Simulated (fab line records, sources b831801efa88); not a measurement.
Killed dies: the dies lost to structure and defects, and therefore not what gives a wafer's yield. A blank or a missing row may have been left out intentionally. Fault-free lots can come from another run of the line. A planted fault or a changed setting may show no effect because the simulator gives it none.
Code-filled problem report in 8D (eight disciplines) form | flow gf180mcu | the parts of the form that need people (team, actions taken, sign-off) are left out

== 1. WHAT WENT WRONG ==
run-length-s at GF_STI_WET_ETCH_27 reads a mean of 2247 s on 3 wafers of 1 lot; wafers without a fault read 1852 s with a standard deviation of 3.3. That is +99 or more standard deviations from the usual mean.
The step: etches Si3N4 in H3PO4, target depth 160 nm, time 1825 s.
First seen on wafer L584.4, day 6 22:13, on wet-bench-02. The record holds 39 wafers of 13 lots with a number at this step. Rule for "out", or "out of limits": more than 4 standard deviations from the usual mean. The rest of the wafers with a number are treated as sound.

== 2. WHAT THIS IS AND IS NOT ==
question                    | is                     | is not
which readings at this step | run-length-s           | -
which lots                  | L584                   | L565, L566, L567, L568, L570, L571, L573, L574, L576, L577, L578, L586
which wafers of those lots  | all that have a number | -
read on which tools         | wet-bench-02           | wet-bench-01, wet-bench-04
when                        | from day 6 22:13       | up to then (33 sound wafers); but 3 sound wafers of L586 came after

== 3. THE SUSPECTS, EACH WITH WHAT RULES IT OUT ==
Counting: any tool at a process step up to the reading is kept as a suspect provided that every lot that is out went through it and no sound lot did after the first of them.
- wet-bench-02 at GF_STI_WET_ETCH_27 (etches Si3N4 in H3PO4, target depth 160 nm, time 1825 s): kept. It ran the lot that is out, L584 (day 6 22:13), and no sound lot after that; its last sound lot up to then is L573 (day 4 09:15). On those wafers its own readings are out: run-length-s.
Remaining after the count: wet-bench-02 at GF_STI_WET_ETCH_27.

== 4. THE CAUSE (what the simulator had put in) ==
wet-bench-02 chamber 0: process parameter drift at GF_STI_WET_ETCH_27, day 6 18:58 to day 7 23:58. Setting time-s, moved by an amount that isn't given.
Counting left only this tool.

== 5. THE CHAIN OF EFFECTS, in route order ==
Each row: a reading where the mean over the struck wafers with a number is more than 3 standard deviations away from the usual. Only readings for which the record gives a usual standard deviation are gone through. hours: the time from each lot's start at the first step in this table that gives one to its start at this step, as a median over the lots. sigmas: the change in usual standard deviations.
hours | step               | reading      | usual  | on struck wafers | change | sigmas
0     | GF_STI_WET_ETCH_27 | run-length-s | 1852 s | 2247             | +395   | +99 or more
Its process steps:
- GF_STI_WET_ETCH_27: etches Si3N4 in H3PO4, target depth 160 nm, time 1825 s.
At these later measuring or inspecting steps, every struck wafer for which the step has a row has a number for every such reading, and none has moved that far: GF_NWELL_OVL_MEAS_07.

== 6. HOW IT WOULD HAVE BEEN CAUGHT EARLIER ==
In this record no reading fell out of limits until day 6 22:13, 3 hours after the fault had begun at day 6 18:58.
